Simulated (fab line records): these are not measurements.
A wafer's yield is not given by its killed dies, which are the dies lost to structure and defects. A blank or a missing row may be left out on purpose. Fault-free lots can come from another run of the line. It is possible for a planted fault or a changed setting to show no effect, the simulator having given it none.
The tool behind it: which one? | flow gf180mcu | 11 lots, 33 wafers sampled, at 5 steps of a route of 602

## WHAT EACH GAUGE READ, for each wafer
GF_TOP_METAL_CD_MEAS_14: target cd 440 nm.
lot  | measured     | on       | cdNm (nm)
L543 | day 28 10:52 | cdSem-01 | 441.8 441.1 440.7
L544 | day 28 13:35 | cdSem-02 | 440.8 441.4 439.6
L545 | day 29 03:10 | cdSem-01 | 442.4 443.5 441.9
L547 | day 29 13:58 | cdSem-02 | 439.5 440.4 440.5
L549 | day 30 07:03 | cdSem-01 | 445.6 444.0 442.6
L554 | day 31 14:38 | cdSem-02 | 439.4 439.8 438.6
L555 | day 31 21:58 | cdSem-02 | 432.9 435.0 361.3 432.9 435.0 361.4
L556 | day 32 03:25 | cdSem-02 | 435.4 435.2 435.7
L560 | day 33 04:16 | cdSem-02 | 437.8 436.2 436.8
L563 | day 33 14:28 | cdSem-01 | 440.5 441.3 439.4
L565 | day 34 05:26 | cdSem-02 | 439.8 439.1 437.8

## WHAT TOOL EACH LOT RAN ON (gives the tool, then ch and the chambers of the sampled wafers, and finally the start)
lot  | GF_V5_CMP_04                  | GF_V5_ETCH_16                     | GF_V5_SPUTTER_22            | GF_TOP_METAL_EXPOSE_11
L543 | cmp-02 ch 0,2,3, day 26 16:38 | rieDiel-04 ch 1,2, day 27 13:55   | pvdSputter-03, day 27 14:40 | ilineStepper-02 ch 0, day 28 01:28
L544 | cmp-01 ch 0,2,3, day 26 19:32 | rieDiel-02 ch 0,2, day 27 16:14   | pvdSputter-03, day 27 17:01 | ilineStepper-01 ch 0, day 28 04:34
L545 | cmp-02 ch 0,1,3, day 27 09:52 | rieDiel-02 ch 0,2,3, day 28 06:01 | pvdSputter-02, day 28 06:47 | ilineStepper-02 ch 0, day 28 16:56
L547 | cmp-02 ch 2,3, day 27 21:17   | rieDiel-02 ch 0,2,3, day 28 17:20 | pvdSputter-03, day 28 18:25 | ilineStepper-02 ch 0, day 29 05:31
L549 | cmp-01 ch 0,1,2, day 28 14:58 | rieDiel-04 ch 0,3, day 29 11:00   | pvdSputter-02, day 29 11:45 | ilineStepper-01 ch 0, day 29 22:27
L554 | cmp-01 ch 0,1,2, day 30 02:25 | rieDiel-01 ch 1,2,3, day 30 20:07 | pvdSputter-02, day 30 20:52 | ilineStepper-02 ch 0, day 31 06:08
L555 | cmp-01 ch 0,2, day 30 09:07   | rieDiel-02 ch 0,1,2, day 31 03:31 | pvdSputter-01, day 31 04:17 | ilineStepper-01 ch 0, day 31 14:02
L556 | cmp-02 ch 0,1, day 30 15:16   | rieDiel-02 ch 2,3, day 31 09:22   | pvdSputter-03, day 31 10:14 | ilineStepper-02 ch 0, day 31 19:42
L560 | cmp-01 ch 0,1,3, day 31 17:27 | rieDiel-04 ch 0,3, day 32 10:41   | pvdSputter-02, day 32 11:31 | ilineStepper-02 ch 0, day 32 20:01
L563 | cmp-01 ch 0,3, day 32 05:59   | rieDiel-02 ch 1,2, day 32 21:46   | pvdSputter-01, day 32 22:31 | ilineStepper-02 ch 0, day 33 07:02
L565 | cmp-01 ch 0,1,2, day 32 20:55 | rieDiel-01 ch 0,1, day 33 12:49   | pvdSputter-03, day 33 13:34 | ilineStepper-02 ch 0, day 33 22:55
- GF_V5_CMP_04: polishes SiO2.
- GF_V5_ETCH_16: etches BARC in N2/H2.
- GF_V5_SPUTTER_22: material TiN, target thk 10 nm, time 40 s.
- GF_TOP_METAL_EXPOSE_11: exposes mask MetalTop, target cd 440 nm.

## THE ANSWER, worked out from the rows above alone
Rule: usual is defined by the lots themselves. The widest of any qualifying gaps counts: lots, ordered by their means at a reading, are off when they make up no more than a third of the lots, leave a main group of 4 or more, and stand apart from it by 3 or more times the standard deviation of that group's means. If all means in a main group match to the digits the tables above print for the reading, that group is not used. A lot without any number at a reading at which 4 lots or more have one is off too. All remaining lots with rows at the step are treated as sound.
Off, at GF_TOP_METAL_CD_MEAS_14 on cdNm: L555. Mean 440.0 nm and standard deviation 2.4 in the main group.
A tool fits if, at a process step before that reading, it ran every lot that is off, and no sound lot after the first of them. The gauges at GF_TOP_METAL_CD_MEAS_14 are tried like those tools. One fits: ilineStepper-01 at GF_TOP_METAL_EXPOSE_11. Its last sound lot is L549 (day 29 22:27), its first lot that is off L555 (day 31 14:02): a fault that began between those two fits.

## WHAT THE SIMULATOR HAD PUT IN
Process parameters drifting: ilineStepper-01 at GF_TOP_METAL_EXPOSE_11, beginning at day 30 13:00. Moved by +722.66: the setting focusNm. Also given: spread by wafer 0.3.
Shown lots that were struck: L555. The rule above reached the same finding.
